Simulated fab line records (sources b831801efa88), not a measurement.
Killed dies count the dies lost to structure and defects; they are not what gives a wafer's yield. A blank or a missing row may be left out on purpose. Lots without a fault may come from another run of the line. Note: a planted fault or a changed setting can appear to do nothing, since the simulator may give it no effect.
A lot that was struck, set against a sound lot || flow gf180mcu || 23 out of 602 route steps
Sound: these wafers, L151.1, L151.2, L151.3. Wafers L168.1, L168.3, L168.5 were the ones struck. The cause comes at the end.
Order at every step that has rows: each side's tool, ch and its chambers, its first start. Under that, the readings that differ: sound wafers || struck wafers || difference of the means || sigmas: that difference in standard deviations of wafers without a fault.
alike: readings with means less than 2 such deviations apart, plus words and numbers identical on both sides. not compared: withheld readings, readings lacking a value on some wafer, bounds such as >300 that could conceal the same value, and numbers that have no deviation in the record and whose values overlap.
Wherever a step has rows on one side only, a row that says differs or no value, or a row with sigmas, the two part there. Non-overlapping numbers with no deviation appear without sigmas and do not part them. Lack of a reading on every wafer of one side parts them only where that side has two or more wafers.

first, 8 steps without rows for these wafers: GF_DNWELL_DEHYDRATE_00 (time 60 s); GF_DNWELL_HMDS_01 (prime time 60 s); GF_DNWELL_COAT_02 (resist thk 3000 nm); GF_DNWELL_SOFTBAKE_03; GF_DNWELL_EXPOSE_04 (exposes mask DNWELL, target cd 1700 nm); GF_DNWELL_PEB_05; GF_DNWELL_DEVELOP_06 (develop time 60 s); GF_DNWELL_IMPLANT_07.
GF_DNWELL_STRIP_08: strips in O2/N2.
  sound on plasma_asher-02 ch 0,1, day 3 04:53; struck on plasma_asher-04 ch 0,1, day 6 19:03
  alike: drypump_motor_current_A, heater_power_w, n2_flow_sccm, oes_product_au, strip_time_to_endpoint_s
  not compared: rf_hours_counter_h
GF_DNWELL_TW_MEAS_09:
  sound on film_metro-03 at day 3 04:59; struck on film_metro-04 at day 6 19:09
  alike: DNWELL_TW
then, 2 steps without rows for these wafers: GF_NWELL_DEHYDRATE_00 (time 60 s); GF_NWELL_HMDS_01 (prime time 60 s).
GF_NWELL_COAT_02: resist thk 3000 nm.
  sound on litho_track-02 ch 0, day 3 10:22; struck on litho_track-04 ch 0, day 7 03:07
{"reading": "model.coat_of_NWELL_COAT_02.thk_nm (nm)", "sound": "2998 3005 3005", "struck": "2947 2945 2938", "difference": -59, "sigmas": ""}
  alike: dispense_pressure_kPa
then, 3 steps without rows for these wafers: GF_NWELL_SOFTBAKE_03; GF_NWELL_EXPOSE_04 (exposes mask Nwell, target cd 860 nm); GF_NWELL_PEB_05.
GF_NWELL_DEVELOP_06: develop time 60 s.
  sound on litho_track-02 ch 0; struck on litho_track-02 ch 0
{"reading": "model.coat_of_NWELL_COAT_02.thk_nm (nm)", "sound": "2997 3004 3004", "struck": "2946 2944 2937", "difference": -59, "sigmas": ""}
GF_NWELL_OVL_MEAS_07:
  sound on overlay-01 at day 3 16:40; struck on overlay-02 at day 7 11:15
  alike: NWELL_OVL
then, 2 steps without rows for these wafers: GF_NWELL_IMPLANT_08; GF_NWELL_IMPLANT_09.
GF_NWELL_STRIP_10: strips in O2/N2.
  sound on plasma_asher-04 ch 0,1, day 3 16:59; struck on plasma_asher-02 ch 0, day 7 11:35
{"reading": "strip_time_to_endpoint_s (s)", "sound": "36.92 37.02 37.00", "struck": "36.36 36.34 36.27", "difference": -0.66, "sigmas": -8}
  alike: drypump_motor_current_A, heater_power_w, n2_flow_sccm, oes_product_au
  not compared: rf_hours_counter_h
GF_NWELL_TW_MEAS_11:
  sound on film_metro-02 at day 3 17:05; struck on film_metro-04 at day 7 11:41
{"reading": "NWELL_TW", "sound": "1561 1554 1559", "struck": "1589 1585 1590", "difference": "+30", "sigmas": "+2"}
then, 1 step without rows for these wafers: GF_PASSIVATION_PROBE_99.

WHERE THEY PART
First at GF_NWELL_STRIP_10; last, within this record, at GF_NWELL_TW_MEAS_11.

WHY: what had been put in by the simulator
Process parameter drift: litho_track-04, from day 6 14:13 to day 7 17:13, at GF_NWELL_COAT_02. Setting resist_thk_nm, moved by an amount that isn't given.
